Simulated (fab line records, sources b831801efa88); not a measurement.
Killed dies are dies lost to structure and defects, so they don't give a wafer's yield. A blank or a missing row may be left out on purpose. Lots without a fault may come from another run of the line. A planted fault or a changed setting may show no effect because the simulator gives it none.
Which tool did it? | flow sky130 | 6 lots, 18 wafers sampled, at 2 steps of a route of 708

WHAT THE GAUGES READ, wafer by wafer
SKY_METAL5_RS_MEAS_05: measures by four-point-probe.
lot  | measured     | on            | METAL5_ALCU_RS (ohm/sq)
L521 | day 43 01:57 | film_metro-01 | 0.02669 0.02662 0.02698
L524 | day 44 14:22 | film_metro-02 | 0.02698 0.02679 0.02666
L526 | day 44 18:45 | film_metro-01 | 0.02705 0.02684 0.02679
L529 | day 45 13:28 | film_metro-03 | 0.02691 0.02724 0.02699
L534 | day 46 16:02 | film_metro-02 | 0.02717 0.02677 0.02716
L538 | day 47 22:40 | film_metro-02 | 0.0272 0.02726 0.02719

WHICH TOOL RAN EACH LOT (tool, then ch and the chambers of the sampled wafers, then the start)
lot  | SKY_METAL5_SPUTTER_04
L521 | pvd_sputter-03, day 43 01:54
L524 | pvd_sputter-03, day 44 14:19
L526 | pvd_sputter-02, day 44 18:41
L529 | pvd_sputter-02, day 45 13:23
L534 | pvd_sputter-02, day 46 15:58
L538 | pvd_sputter-03, day 47 22:37
- SKY_METAL5_SPUTTER_04: material TiN, target thk 70 nm, time 58.3 s.

THE ANSWER, worked out from the rows above alone
Rule: what is usual is taken from the lots themselves. Put in order of their means at a reading, lots are off if they are a third of the lots or fewer, leave a main group of 4 or more, and stand apart from it by a gap of 3 or more times the standard deviation of the main group's means; of several such gaps the widest counts. A main group whose means are all the same, to the digits that the tables above print for the reading, isn't used. A lot without any number at a reading at which 4 lots or more have one is off too. The other lots that the step has rows for count as sound.
No lot is off at any reading shown: from this, nothing can be told.

WHAT THE SIMULATOR HAD PUT IN
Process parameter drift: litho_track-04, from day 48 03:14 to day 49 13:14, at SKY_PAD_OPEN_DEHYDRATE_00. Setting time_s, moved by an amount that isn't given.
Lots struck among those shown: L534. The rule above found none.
